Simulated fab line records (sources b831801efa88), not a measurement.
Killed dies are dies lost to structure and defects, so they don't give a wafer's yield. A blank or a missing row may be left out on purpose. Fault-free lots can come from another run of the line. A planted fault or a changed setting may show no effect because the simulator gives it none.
Problem report, 8D (eight disciplines) form, completed by code :: flow sky130 :: the parts of the form that need people (team, actions taken, sign-off) are left out

== 1. WHAT IS WRONG ==
Across 9 wafers from 3 lots, VT_ADJUST_HVTR_OVL at SKY_VT_ADJUST_HVTR_OVL_MEAS_08 averages -89.8 nm, while fault-free wafers read -0.2 nm with a standard deviation of 1.3. That puts it -69 standard deviations away from the usual mean.
First seen on wafer L909.3, day 11 19:56, on overlay-01. The record holds 45 wafers of 15 lots with a number at this step. Rule for "out", or "out of limits": more than 4 standard deviations from the usual mean. The other wafers with a number count as sound.

== 2. WHAT IT IS, AND WHAT IT ISN'T ==
question: which readings at this step
is: VT_ADJUST_HVTR_OVL
is not: -

question: which lots
is: L909, L910, L912
is not: L901, L902, L903, L904, L905, L906, L916, L917, L920, L921, L923, L924

question: which wafers of those lots
is: all that have a number
is not: -

question: read on which gauges
is: overlay-01, overlay-02
is not: -

question: when
is: from day 11 19:56
is not: up to then (18 sound wafers); but 18 sound wafers of L916, L917, L920, L921, L923, L924 came after

== 3. THE SUSPECTS, EACH WITH WHAT RULES IT OUT ==
Counting: a tool at a process step up to the reading stays a suspect if it ran every lot that is out and no sound lot after the first of them.
- the gauge at SKY_VT_ADJUST_HVTR_OVL_MEAS_08 is ruled out. Those wafers that are out were read across 2 gauges (overlay-01, overlay-02).
- iline_stepper-01 at SKY_VT_ADJUST_HVTR_EXPOSE_04 (exposes mask HVTRM, target cd 380 nm): kept. All lots that are out passed through it, beginning with L909 at day 11 08:19, and no sound lot followed; its final sound lot before that point was L906 at day 10 06:39.
Remaining after the count: iline_stepper-01 at SKY_VT_ADJUST_HVTR_EXPOSE_04.

== 4. THE CAUSE (what the simulator had put in) ==
Scanner matching overlay: iline_stepper-01, from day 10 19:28 on, at SKY_VT_ADJUST_HVTR_EXPOSE_04. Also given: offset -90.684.
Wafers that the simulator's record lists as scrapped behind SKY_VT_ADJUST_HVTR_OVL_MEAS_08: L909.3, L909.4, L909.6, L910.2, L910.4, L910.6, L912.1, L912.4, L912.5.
Counting left only this tool.

== 5. SEQUENCE OF EFFECTS, ordered by route ==
One row per reading whose mean, taken over the struck wafers that have a number, lies over 3 standard deviations from the usual. Only readings whose record carries a usual standard deviation are examined. hours: median over the lots of the time between each lot's start at the first step of this table that gives one and its start at this step. sigmas: the change, counted in usual standard deviations.
hours: 0
step: SKY_VT_ADJUST_HVTR_OVL_MEAS_08
reading: VT_ADJUST_HVTR_OVL
usual: -0.2 nm
on struck wafers: -89.8
change: -89.6
sigmas: -69

== 6. WHAT WOULD HAVE CAUGHT IT SOONER ==
The first out-of-limits reading at a measuring or inspecting step in this record came at day 11 19:56, 24 hours after the fault's start at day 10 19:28.
Of the lots that are out (3), L910, L912 began SKY_VT_ADJUST_HVTR_EXPOSE_04 on iline_stepper-01 after day 11 19:56. A hold on the tool at that time would have spared those 2.
